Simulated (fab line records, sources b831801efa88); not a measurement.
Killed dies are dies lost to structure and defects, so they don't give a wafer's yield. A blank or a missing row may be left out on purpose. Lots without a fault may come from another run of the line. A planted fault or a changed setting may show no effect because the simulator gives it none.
Chamber matching | flow sky130 | SKY_LI_CONTACT_CMP_24 on cmp-01: 4 sister chambers
The step polishes, stops on PSG, t overpolish 20 s, target thk 0 nm. 8 wafers are shown with their chamber, then 10 later ones without.

WAFERS WITH THEIR CHAMBER
wafer  | chamber | motor_current_A (A) | time_to_endpoint_s (s)
L731.3 | 2       | 11.7                | 98.5
L736.1 | 1       | 10.5                | 92.2
L736.5 | 1       | 10.4                | 95.6
L737.1 | 3       | 9.7                 | 94.2
L737.4 | 0       | 8.5                 | 95.5
L737.5 | 2       | 11.6                | 97.2
L738.2 | 3       | 10.1                | 100.1
L738.3 | 0       | 8.7                 | 97.9

WAFERS WITHOUT THEIR CHAMBER
wafer  | motor_current_A (A) | time_to_endpoint_s (s)
L738.6 | 12.2                | 103.6
L743.2 | 9.1                 | 95.2
L743.4 | 9.8                 | 98.9
L743.6 | 8.5                 | 93.9
L745.1 | 12.1                | 97.5
L745.3 | 8.6                 | 92.0
L745.6 | 11.9                | 93.6
L748.2 | 11.3                | 99.1
L748.5 | 8.8                 | 94.1
L748.6 | 10.8                | 96.1

WHICH CHAMBER EACH WENT THROUGH
wafer  | from the rows above     | in truth
L738.6 | 2                       | 2
L743.2 | can't be placed: 0 or 3 | 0
L743.4 | 3                       | 3
L743.6 | 0                       | 0
L745.1 | 2                       | 2
L745.3 | 0                       | 0
L745.6 | 2                       | 2
L748.2 | 2                       | 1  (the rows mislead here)
L748.5 | 0                       | 0
L748.6 | 1                       | 1
Placed correctly: 8 of 10. Can't be placed from these rows: 1 (the true chamber is among the candidates in 1). Placed wrongly: 1.
How it was worked out, from the rows above alone: a wafer's distance from a chamber is the root of the sum, over the readings, of the square of ((its reading less the chamber's mean) divided by the reading's scatter). The wafer belongs to the nearest chamber; if the next one is less than 2 further off, it can't be placed. A chamber's mean is the mean of its shown wafers. The scatter: the root of (the sum of the squares of (reading less its chamber's mean) over the shown wafers, divided by (wafers less chambers)).
